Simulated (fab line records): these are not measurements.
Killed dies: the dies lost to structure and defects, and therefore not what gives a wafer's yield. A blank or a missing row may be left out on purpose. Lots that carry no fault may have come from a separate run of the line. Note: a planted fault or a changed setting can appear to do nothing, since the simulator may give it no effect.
The tool behind it: which one? -- flow sky130 -- Sampling: 13 lots, 39 wafers, 4 of 708 route steps

== WHAT THE GAUGES READ, wafer by wafer ==
SKY_CONTACT_THK_MEAS_26: measures by xrf.
lot,measured,on,CONTACT_W_THK (nm)
L348,day 31 20:29,film-metro-02,338 345 345
L349,day 32 01:25,film-metro-02,343 342 343
L351,day 32 15:14,film-metro-03,345 349 350
L352,day 33 04:08,film-metro-03,349 349 347
L353,day 33 21:57,film-metro-02,350 345 352
L355,day 34 08:09,film-metro-02,334 337 338
L357,day 35 04:13,film-metro-01,348 352 347
L360,day 36 00:08,film-metro-03,349 352 354
L362,day 36 09:32,film-metro-01,348 340 340
L363,day 36 18:28,film-metro-01,350 355 349
L364,day 37 05:04,film-metro-01,344 341 339
L368,day 38 11:36,film-metro-01,349 347 347
L370,day 38 21:20,film-metro-02,350 355 350

SKY_METAL1_CD_MEAS_15 targets a cd of 140 nm.
lot,measured,on,cd-nm (nm)
L348,day 33 00:11,cd-sem-02,142.6 140.9 141.8
L349,day 33 04:49,cd-sem-02,137.9 139.4 140.1
L351,day 33 18:37,cd-sem-01,141.1 142.0 141.3
L352,day 34 07:04,cd-sem-02,140.3 141.3 140.6
L353,day 35 01:04,cd-sem-02,139.2 139.6 138.8
L355,day 35 11:22,cd-sem-02,140.1 138.2 138.7
L357,day 36 06:52,cd-sem-01,139.7 139.1 139.9
L360,day 37 02:22,cd-sem-02,140.1 140.9 139.3
L362,day 37 12:22,cd-sem-02,137.4 139.4 138.9
L363,day 37 20:28,cd-sem-01,138.8 140.9 140.1
L364,day 38 07:17,cd-sem-02,141.8 139.8 141.6
L368,day 39 13:30,cd-sem-02,142.7 142.3 141.1
L370,day 39 22:14,cd-sem-01,137.5 137.8 140.7

== EACH LOT AND THE TOOL THAT RAN IT (in order: tool; ch and the chambers of the sampled wafers; start) ==
lot,SKY_SD_N_IMPLANT_10,SKY_LOCAL_INTERCONNECT_STRIP_15
L348,"implanter-04 ch 0, day 28 03:17","plasma-asher-01 ch 1, day 30 14:53"
L349,"implanter-03 ch 0, day 28 07:46","plasma-asher-01 ch 1, day 30 19:02"
L351,"implanter-03 ch 0, day 28 23:52","plasma-asher-01 ch 0,1, day 31 09:59"
L352,"implanter-01 ch 0, day 29 11:31","plasma-asher-02 ch 0,1, day 31 21:41"
L353,"implanter-01 ch 0, day 30 07:31","plasma-asher-01 ch 0,1, day 32 17:25"
L355,"implanter-01 ch 0, day 30 18:13","plasma-asher-01 ch 0,1, day 33 03:30"
L357,"implanter-04 ch 0, day 31 13:52","plasma-asher-02 ch 0,1, day 33 23:31"
L360,"implanter-01 ch 0, day 32 09:48","plasma-asher-03 ch 0,1, day 34 18:59"
L362,"implanter-01 ch 0, day 32 19:58","plasma-asher-02 ch 0,1, day 35 04:20"
L363,"implanter-03 ch 0, day 33 05:25","plasma-asher-01 ch 0,1, day 35 13:35"
L364,"implanter-03 ch 0, day 33 17:29","plasma-asher-02 ch 0,1, day 36 00:41"
L368,"implanter-01 ch 0, day 35 00:10","plasma-asher-03 ch 0,1, day 37 07:50"
L370,"implanter-01 ch 0, day 35 10:44","plasma-asher-02 ch 0,1, day 37 17:53"
- SKY_SD_N_IMPLANT_10
- SKY_LOCAL_INTERCONNECT_STRIP_15: strips in O2/N2.

== AS READ BY THE TOOLS THEMSELVES (means over the sampled wafers that have a number; for cases with no such wafer, the mark the record gives instead) ==
SKY_SD_N_IMPLANT_10.
lot,tool,beam-energy-keV,end-station-pressure-torr (Torr)
L348,implanter-04,19.999,5.58e-06
L349,implanter-03,19.992,5.34e-06
L351,implanter-03,20.000,5.39e-06
L352,implanter-01,20.014,5.29e-06
L353,implanter-01,20.000,5.44e-06
L355,implanter-01,20.001,5.19e-06
L357,implanter-04,19.998,5.79e-06
L360,implanter-01,19.998,5.51e-06
L362,implanter-01,19.994,5.04e-06
L363,implanter-03,20.000,5.38e-06
L364,implanter-03,20.001,5.54e-06
L368,implanter-01,19.327,5.50e-06
L370,implanter-01,19.320,5.54e-06

SKY_LOCAL_INTERCONNECT_STRIP_15.
lot,tool,drypump-motor-current-A (A),oes-product-au (a.u.),strip-time-to-endpoint-s (s)
L348,plasma-asher-01,5.8,0.427,4.725
L349,plasma-asher-01,5.8,0.431,4.746
L351,plasma-asher-01,6.4,0.426,4.742
L352,plasma-asher-02,5.2,0.428,4.738
L353,plasma-asher-01,6.1,0.428,4.704
L355,plasma-asher-01,6.1,0.424,4.703
L357,plasma-asher-02,5.2,0.426,4.694
L360,plasma-asher-03,5.4,0.426,4.688
L362,plasma-asher-02,5.2,0.426,4.721
L363,plasma-asher-01,6.5,0.431,4.696
L364,plasma-asher-02,5.2,0.427,4.707
L368,plasma-asher-03,5.5,0.429,4.751
L370,plasma-asher-02,5.2,0.420,4.708

== THE ANSWER, worked out from the rows above alone ==
Rule: usual is defined by the lots themselves. Put in order of their means at a reading, lots are off if they are a third of the lots or fewer, leave a main group of 4 or more, and stand apart from it by a gap of 3 or more times the standard deviation of the main group's means; of several such gaps the widest counts. Not used: any main group whose means are identical at the precision the tables above print for the reading. Also off: a lot with no number at a reading for which 4 or more lots have one. Any other lot the step has rows for is counted as sound. After the gauges, taken in route order, come the tools' own readings; for these a lot's mean is taken, as printed above. At the first step where some lot is off, the reading lying furthest off is the one used; lots without a number count as furthest.
Off, at SKY_SD_N_IMPLANT_10 on beam-energy-keV: L368, L370. For the main group the mean is 20.000 and the standard deviation 0.0053.
If a tool, at that step or one of the process steps before it, ran each lot that is off and ran no sound lot following the first of them, it fits. One fits: implanter-01 at SKY_SD_N_IMPLANT_10. A fault onset in the window from L362 (day 32 19:58, its last sound lot) to L368 (day 35 00:10, its first lot off) fits.
On the lots that are off, the tool's own readings at SKY_SD_N_IMPLANT_10 differ by more than 5 times the standard deviation of the sound lots' means, which bears it out; beam-energy-keV reads 19.324 there versus 20.000 on the sound lots.

== WHAT THE SIMULATOR PUT IN ==
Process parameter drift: implanter-01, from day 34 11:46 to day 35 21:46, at SKY_SD_N_IMPLANT_10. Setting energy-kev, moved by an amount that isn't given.
Lots struck among those shown: L368, L370. This agrees with what the rule above found.
